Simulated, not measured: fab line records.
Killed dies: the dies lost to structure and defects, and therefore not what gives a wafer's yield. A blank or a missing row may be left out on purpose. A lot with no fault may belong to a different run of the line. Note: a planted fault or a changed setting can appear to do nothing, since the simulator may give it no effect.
The tool behind it: which one? || flow sky130 || Sampling: 15 lots, 45 wafers, 2 of 708 route steps

## WHAT THE GAUGES READ, wafer by wafer
SKY_METAL3_CD_MEAS_13 targets a cd of 300 nm. Usual: cd-nm at 300.0 nm, with a standard deviation of 1.6.
{"lot": "L408", "measured": "day 39 02:48", "on": "cd-sem-02", "cd-nm (nm)": "300.8 299.6 302.3", "flag": ""}
{"lot": "L409", "measured": "day 39 13:56", "on": "cd-sem-01", "cd-nm (nm)": "297.7 299.2 297.1", "flag": ""}
{"lot": "L410", "measured": "day 39 20:50", "on": "cd-sem-02", "cd-nm (nm)": "298.1 300.2 299.7", "flag": ""}
{"lot": "L415", "measured": "day 41 09:32", "on": "cd-sem-01", "cd-nm (nm)": "298.7 299.4 299.7", "flag": ""}
{"lot": "L417", "measured": "day 42 10:52", "on": "cd-sem-01", "cd-nm (nm)": "300.4 302.7 300.4", "flag": ""}
{"lot": "L419", "measured": "day 42 21:49", "on": "cd-sem-01", "cd-nm (nm)": "300.0 300.0 301.0", "flag": ""}
{"lot": "L420", "measured": "day 43 01:43", "on": "cd-sem-01", "cd-nm (nm)": "301.0 299.4 299.3", "flag": ""}
{"lot": "L421", "measured": "day 43 06:05", "on": "cd-sem-01", "cd-nm (nm)": "301.3 301.0 302.0", "flag": ""}
{"lot": "L422", "measured": "day 43 10:58", "on": "cd-sem-01", "cd-nm (nm)": "300.3 299.5 299.5", "flag": ""}
{"lot": "L423", "measured": "day 43 13:43", "on": "cd-sem-02", "cd-nm (nm)": "298.5 298.5 298.8", "flag": ""}
{"lot": "L424", "measured": "day 43 23:28", "on": "cd-sem-01", "cd-nm (nm)": "297.2 298.7 298.3", "flag": ""}
{"lot": "L425", "measured": "day 44 08:07", "on": "cd-sem-02", "cd-nm (nm)": "299.3 301.9 300.2", "flag": ""}
{"lot": "L426", "measured": "day 44 11:38", "on": "cd-sem-01", "cd-nm (nm)": "297.9 298.8 299.7", "flag": ""}
{"lot": "L429", "measured": "day 45 12:40", "on": "cd-sem-01", "cd-nm (nm)": "298.1 296.9 296.6", "flag": ""}
{"lot": "L428", "measured": "day 45 13:40", "on": "cd-sem-02", "cd-nm (nm)": "298.7 298.4 297.5", "flag": ""}

## WHICH TOOL RAN EACH LOT (tool, then ch and the chambers of the sampled wafers, then the start)
{"lot": "L408", "SKY_METAL3_SPUTTER_03": "pvd-sputter-03, day 36 22:31"}
{"lot": "L409", "SKY_METAL3_SPUTTER_03": "pvd-sputter-03, day 37 09:31"}
{"lot": "L410", "SKY_METAL3_SPUTTER_03": "pvd-sputter-04, day 37 17:29"}
{"lot": "L415", "SKY_METAL3_SPUTTER_03": "pvd-sputter-03, day 39 07:38"}
{"lot": "L417", "SKY_METAL3_SPUTTER_03": "pvd-sputter-04, day 40 10:35"}
{"lot": "L419", "SKY_METAL3_SPUTTER_03": "pvd-sputter-04, day 40 21:07"}
{"lot": "L420", "SKY_METAL3_SPUTTER_03": "pvd-sputter-02, day 41 02:26"}
{"lot": "L421", "SKY_METAL3_SPUTTER_03": "pvd-sputter-02, day 41 06:16"}
{"lot": "L422", "SKY_METAL3_SPUTTER_03": "pvd-sputter-04, day 41 11:02"}
{"lot": "L423", "SKY_METAL3_SPUTTER_03": "pvd-sputter-02, day 41 14:38"}
{"lot": "L424", "SKY_METAL3_SPUTTER_03": "pvd-sputter-02, day 42 00:40"}
{"lot": "L425", "SKY_METAL3_SPUTTER_03": "pvd-sputter-04, day 42 09:01"}
{"lot": "L426", "SKY_METAL3_SPUTTER_03": "pvd-sputter-04, day 42 12:50"}
{"lot": "L429", "SKY_METAL3_SPUTTER_03": "pvd-sputter-02, day 43 16:31"}
{"lot": "L428", "SKY_METAL3_SPUTTER_03": "pvd-sputter-02, day 43 17:28"}
- SKY_METAL3_SPUTTER_03: material Ti, target thk 5 nm, time 3.3 s.

## AS READ BY THE TOOLS THEMSELVES (means over the sampled wafers that have a number; for cases with no such wafer, the mark the record gives instead)
SKY_METAL3_SPUTTER_03. Usual: cathode-dc-power-W 3000.0 W, standard deviation 0.55; chamber-pressure-pa 0.4000 Pa, standard deviation 0.00079; throttle-valve-pct 29.6 %, standard deviation 1.
{"lot": "L408", "tool": "pvd-sputter-03", "cathode-dc-power-W (W)": 2999.4, "chamber-pressure-pa (Pa)": 0.4001, "throttle-valve-pct (%)": 29.3, "flag": ""}
{"lot": "L409", "tool": "pvd-sputter-03", "cathode-dc-power-W (W)": 2999.3, "chamber-pressure-pa (Pa)": 0.4002, "throttle-valve-pct (%)": 29.3, "flag": ""}
{"lot": "L410", "tool": "pvd-sputter-04", "cathode-dc-power-W (W)": 2999.4, "chamber-pressure-pa (Pa)": 0.3995, "throttle-valve-pct (%)": 29.4, "flag": ""}
{"lot": "L415", "tool": "pvd-sputter-03", "cathode-dc-power-W (W)": 2999.7, "chamber-pressure-pa (Pa)": 0.3999, "throttle-valve-pct (%)": 29.8, "flag": ""}
{"lot": "L417", "tool": "pvd-sputter-04", "cathode-dc-power-W (W)": 3000.1, "chamber-pressure-pa (Pa)": 0.3999, "throttle-valve-pct (%)": 30.6, "flag": ""}
{"lot": "L419", "tool": "pvd-sputter-04", "cathode-dc-power-W (W)": 2999.9, "chamber-pressure-pa (Pa)": 0.4002, "throttle-valve-pct (%)": 30.1, "flag": ""}
{"lot": "L420", "tool": "pvd-sputter-02", "cathode-dc-power-W (W)": 2999.9, "chamber-pressure-pa (Pa)": 0.3998, "throttle-valve-pct (%)": 28.2, "flag": ""}
{"lot": "L421", "tool": "pvd-sputter-02", "cathode-dc-power-W (W)": 3000.2, "chamber-pressure-pa (Pa)": 0.4001, "throttle-valve-pct (%)": 28.9, "flag": ""}
{"lot": "L422", "tool": "pvd-sputter-04", "cathode-dc-power-W (W)": 3000.1, "chamber-pressure-pa (Pa)": 0.3999, "throttle-valve-pct (%)": 29.6, "flag": ""}
{"lot": "L423", "tool": "pvd-sputter-02", "cathode-dc-power-W (W)": 3000.0, "chamber-pressure-pa (Pa)": 0.3990, "throttle-valve-pct (%)": 28.7, "flag": ""}
{"lot": "L424", "tool": "pvd-sputter-02", "cathode-dc-power-W (W)": 3000.3, "chamber-pressure-pa (Pa)": 0.3992, "throttle-valve-pct (%)": 28.2, "flag": ""}
{"lot": "L425", "tool": "pvd-sputter-04", "cathode-dc-power-W (W)": 3000.4, "chamber-pressure-pa (Pa)": 0.3998, "throttle-valve-pct (%)": 30.6, "flag": ""}
{"lot": "L426", "tool": "pvd-sputter-04", "cathode-dc-power-W (W)": 2999.9, "chamber-pressure-pa (Pa)": 0.4013, "throttle-valve-pct (%)": 30.4, "flag": ""}
{"lot": "L429", "tool": "pvd-sputter-02", "cathode-dc-power-W (W)": 3000.4, "chamber-pressure-pa (Pa)": 0.4008, "throttle-valve-pct (%)": 29.2, "flag": ""}
{"lot": "L428", "tool": "pvd-sputter-02", "cathode-dc-power-W (W)": 3000.0, "chamber-pressure-pa (Pa)": 0.3996, "throttle-valve-pct (%)": 28.8, "flag": ""}

## THE ANSWER, worked out from the rows above alone
Rule: lot off if the mean of its wafers having a number is beyond 3 standard deviations from the usual mean. A lot without any number at a reading at which 4 lots or more have one is off too. Where the step has rows for the other lots, those lots are counted as sound. After the gauges, taken in route order, come the tools' own readings; for these a lot's mean is taken, as printed above. The first step at which some lot is off is used, and at that step the reading that is off furthest; a lot without a number counts as furthest.
None of the lots is off at any reading shown; this tells nothing.

## WHAT THE SIMULATOR PUT IN
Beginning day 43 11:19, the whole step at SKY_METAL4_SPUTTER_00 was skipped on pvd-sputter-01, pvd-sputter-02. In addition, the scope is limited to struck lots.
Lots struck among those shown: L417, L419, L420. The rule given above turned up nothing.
